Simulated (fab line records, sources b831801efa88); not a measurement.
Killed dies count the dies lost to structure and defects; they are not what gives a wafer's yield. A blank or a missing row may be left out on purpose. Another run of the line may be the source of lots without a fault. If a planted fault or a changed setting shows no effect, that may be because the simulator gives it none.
Comparing a struck lot with a sound one || flow gf180mcu || 15 steps out of a route of 602
Sound: these wafers, L836.2, L836.3, L836.6. Wafers L845.2, L845.4, L845.5 were the ones struck. Last of all comes the cause.
At each step with rows: each side's tool, then ch and its chambers, then its first start. Under that, the readings that differ: sound wafers || struck wafers || difference of the means || sigmas: that difference in standard deviations of wafers without a fault.
alike: readings whose means differ by less than 2 such deviations, and words and numbers that are the same on both sides. not compared: withheld readings, readings that some wafer has no value for, bounds like >300 that may hide the same value, and numbers for which the record gives no deviation and whose values overlap.
The two part at a step that has a row with sigmas, a row that says differs or no value, or rows on one side only. Non-overlapping numbers with no deviation appear without sigmas and do not part them. A reading that every wafer of one side lacks parts them only if that side has two wafers or more.

first, 3 steps without rows for these wafers: GF_MVSD_EXPOSE_04 (exposes mask MVSD, target cd 1000 nm); GF_MVSD_PEB_05; GF_MVSD_DEVELOP_06 (develop time 60 s).
GF_MVSD_OVL_MEAS_07:
  sound on overlay-02, day 5 16:37; struck on overlay-01, day 7 17:46
  alike: MVSD_OVL
then, 2 steps without rows for these wafers: GF_MVSD_IMPLANT_08; GF_MVSD_IMPLANT_09.
GF_MVSD_STRIP_10: strips in O2/N2.
  sound on plasma-asher-04 ch 0,1, day 5 16:57; struck on plasma-asher-03 ch 1, day 7 18:06
{"reading": "drypump-motor-current-A (A)", "sound": "6.1 5.7 6.1", "struck": "5.1 5.1 5.1", "difference": -0.9, "sigmas": -3}
  alike: heater-power-w, oes-product-au, strip-time-to-endpoint-s
  not compared: rf-hours-counter-h
GF_MVSD_TW_MEAS_11:
  sound on film-metro-04, day 5 17:04; struck on film-metro-02, day 7 18:13
{"reading": "MVSD_TW", "sound": "1566 1565 1569", "struck": "1624 1620 1608", "difference": "+51", "sigmas": "+2"}
then, 4 steps without rows for these wafers: GF_MVPSD_DEHYDRATE_00 (time 60 s); GF_MVPSD_HMDS_01 (prime time 60 s); GF_MVPSD_COAT_02 (resist thk 3000 nm); GF_MVPSD_SOFTBAKE_03.
GF_MVPSD_EXPOSE_04: exposes mask MVPSD, target cd 1000 nm.
  sound on iline-stepper-01 ch 0, day 6 00:11; struck on iline-stepper-01 ch 0, day 8 02:23
{"reading": "model.MVPSD.overlay-x-nm (nm)", "sound": "1.33 1.33 1.33", "struck": "0.6834 0.6834 0.6834", "difference": -0.6466, "sigmas": ""}
  alike: mask
then, 2 steps without rows for these wafers: GF_MVPSD_PEB_05; GF_PASSIVATION_PROBE_99.

WHERE THEY PART
Last at GF_MVSD_TW_MEAS_11 as far as this record goes, first at GF_MVSD_STRIP_10. Later steps at which nothing parts them and some readings are alike: GF_MVPSD_EXPOSE_04.

WHY: what had been put in by the simulator
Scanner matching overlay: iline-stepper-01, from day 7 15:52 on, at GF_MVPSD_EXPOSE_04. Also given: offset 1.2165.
